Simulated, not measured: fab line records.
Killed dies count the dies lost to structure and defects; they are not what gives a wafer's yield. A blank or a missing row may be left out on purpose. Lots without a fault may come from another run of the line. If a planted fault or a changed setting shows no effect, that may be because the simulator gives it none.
8D (eight disciplines) problem report, filled in by code | flow sky130 | the parts of the form that need people (team, actions taken, sign-off) are left out

== 1. WHAT IS WRONG ==
Mean CAP2M_CVD_00_THK at SKY_CAP2M_THK_MEAS_01: 13.50 nm over 6 wafers in 2 lots; fault-free wafers: 15.40 nm, standard deviation 0.24. Relative to the usual mean, that is a shift of -7.9 standard deviations.
The first sign was on wafer L136.3 at day 43 09:46, on filmMetro-03. The record holds 30 wafers of 10 lots with a number at this step. By rule, "out" or "out of limits" means more than 4 standard deviations away from the usual mean. Any other wafer with a number is counted as sound.

== 2. WHAT IT IS; WHAT IT IS NOT ==
question                    | is                         | is not
which readings at this step | CAP2M_CVD_00_THK           | -
which lots                  | L136, L137                 | L125, L126, L129, L130, L135, L143, L147, L148
which wafers of those lots  | all that have a number     | -
read on which gauges        | filmMetro-01, filmMetro-03 | filmMetro-02
when                        | from day 43 09:46          | up to then (15 sound wafers); but 9 sound wafers of L143, L147, L148 came after

== 3. THE SUSPECTS, EACH WITH WHAT RULES IT OUT ==
Counting: any tool at a process step up to the reading is kept as a suspect provided that every lot that is out went through it and no sound lot did after the first of them.
- the gauge at SKY_CAP2M_THK_MEAS_01 has been ruled out. Those wafers that are out were read across 2 gauges (filmMetro-01, filmMetro-03).
- pvdSputter-01 at SKY_VIA3_SPUTTER_20 (material TiN, target thk 20 nm, time 80 s): kept. It processed each lot that is out, first L136 at day 43 08:55, and no sound lot thereafter; up to then, the last sound lot it processed was L135 at day 43 03:01.
- cmp-01 at SKY_VIA3_CMP_24 (polishes, stops on SiO2, t overpolish 20 s, target thk 0 nm): kept. It processed each lot that is out, first L136 at day 43 09:16, and no sound lot thereafter; up to then, the last sound lot it processed was L135 at day 43 03:23.
- pecvd-02 at SKY_CAP2M_CVD_00 (deposits SiO2, target thk 15.5 nm): kept. It processed each lot that is out, first L136 at day 43 09:44, and no sound lot thereafter; up to then, the last sound lot it processed was L129 at day 41 07:34.
The count leaves pvdSputter-01 at SKY_VIA3_SPUTTER_20, cmp-01 at SKY_VIA3_CMP_24, and pecvd-02 at SKY_CAP2M_CVD_00.

== 4. THE CAUSE (what the simulator had put in) ==
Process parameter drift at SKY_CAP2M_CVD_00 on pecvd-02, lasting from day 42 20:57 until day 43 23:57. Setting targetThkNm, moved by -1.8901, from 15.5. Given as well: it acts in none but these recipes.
Counting left 3 suspects, and this tool is among them.

== 5. THE CHAIN OF EFFECTS, in route order ==
Each row: a reading whose mean over the struck wafers that have a number lies more than 3 standard deviations from the usual. Only readings for which the record gives a usual standard deviation are gone through. hours: the time from each lot's start at the first step in this table that gives one to its start at this step, as a median over the lots. sigmas: the change in usual standard deviations.
hours | step                  | reading          | usual      | on struck wafers | change | sigmas
0     | SKY_CAP2M_THK_MEAS_01 | CAP2M_CVD_00_THK | 15.40 nm   | 13.50            | -1.90  | -7.9
46    | SKY_METAL4_ETCH_17    | oesProductAu     | 0.752 a.u. | 0.707            | -0.045 | -6.0
Here are the process steps it includes:
- SKY_METAL4_ETCH_17: etches SiO2 in C4F8/O2/Ar, stops on TiN, time 3.9 s, target depth 15 nm.
Later measuring or inspecting steps at which every struck wafer that the step has a row for has a number for every such reading, and none has moved that far: SKY_CAP2M_THK_MEAS_04.

== 6. WHAT WOULD HAVE CAUGHT IT SOONER ==
13 hours passed between the start of the fault at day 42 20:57 and the first reading out of limits at a measuring or inspecting step in this record, taken at day 43 09:46.
An alarm limit of 4 standard deviations would not have fired on the tool readings at SKY_CAP2M_CVD_00 for which the record gives a usual standard deviation, since none of them was out on any struck wafer.
Among the 2 lots that are out, L137 began SKY_CAP2M_CVD_00 on pecvd-02 after day 43 09:46. Had the tool been put on hold then, it would have been spared.
